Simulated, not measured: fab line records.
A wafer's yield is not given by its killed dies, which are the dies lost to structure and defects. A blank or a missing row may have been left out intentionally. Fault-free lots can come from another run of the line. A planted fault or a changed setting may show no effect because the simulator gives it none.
Which tool did it? || flow sky130 || 12 lots (36 wafers sampled), 1 step of a 708-step route

## WHAT THE GAUGES SHOWED, per wafer
SKY_VT_ADJUST_LVTN_TW_MEAS_21.
{"lot": "L075", "measured": "day 7 21:07", "on": "film metro-01", "VT_ADJUST_LVTN_2_TW": "186.4 186.3 187.4"}
{"lot": "L077", "measured": "day 8 07:37", "on": "film metro-01", "VT_ADJUST_LVTN_2_TW": "188.4 188.5 189.0"}
{"lot": "L079", "measured": "day 8 20:04", "on": "film metro-03", "VT_ADJUST_LVTN_2_TW": "190.3 189.5 189.7"}
{"lot": "L081", "measured": "day 9 21:59", "on": "film metro-03", "VT_ADJUST_LVTN_2_TW": "188.7 189.5 189.2"}
{"lot": "L083", "measured": "day 10 05:24", "on": "film metro-02", "VT_ADJUST_LVTN_2_TW": "188.6 187.8 188.4"}
{"lot": "L085", "measured": "day 10 16:51", "on": "film metro-02", "VT_ADJUST_LVTN_2_TW": "187.5 188.0 188.5"}
{"lot": "L087", "measured": "day 11 06:00", "on": "film metro-03", "VT_ADJUST_LVTN_2_TW": "191.4 189.8 190.8"}
{"lot": "L089", "measured": "day 12 00:25", "on": "film metro-01", "VT_ADJUST_LVTN_2_TW": "188.9 189.7 190.0"}
{"lot": "L091", "measured": "day 12 08:39", "on": "film metro-02", "VT_ADJUST_LVTN_2_TW": "187.8 187.2 187.3"}
{"lot": "L093", "measured": "day 13 05:52", "on": "film metro-02", "VT_ADJUST_LVTN_2_TW": "187.1 188.4 188.3"}
{"lot": "L096", "measured": "day 14 06:19", "on": "film metro-01", "VT_ADJUST_LVTN_2_TW": "189.5 189.9 189.6"}
{"lot": "L097", "measured": "day 14 16:35", "on": "film metro-01", "VT_ADJUST_LVTN_2_TW": "189.1 190.3 189.7"}

## WHICH TOOL RAN EACH LOT (tool, then ch and the chambers of the sampled wafers, then the start)
No process step before these readings appears in the record.

## THE ANSWER, worked out from the rows above alone
Rule: what is usual is taken from the lots themselves. The widest of any qualifying gaps counts: lots, ordered by their means at a reading, are off when they make up no more than a third of the lots, leave a main group of 4 or more, and stand apart from it by 3 or more times the standard deviation of that group's means. If all means in a main group match to the digits the tables above print for the reading, that group is not used. Also off: a lot with no number at a reading for which 4 or more lots have one. All remaining lots with rows at the step are treated as sound.
No lot is off at any reading shown: from this, nothing can be told.

## WHAT THE SIMULATOR HAD INSERTED
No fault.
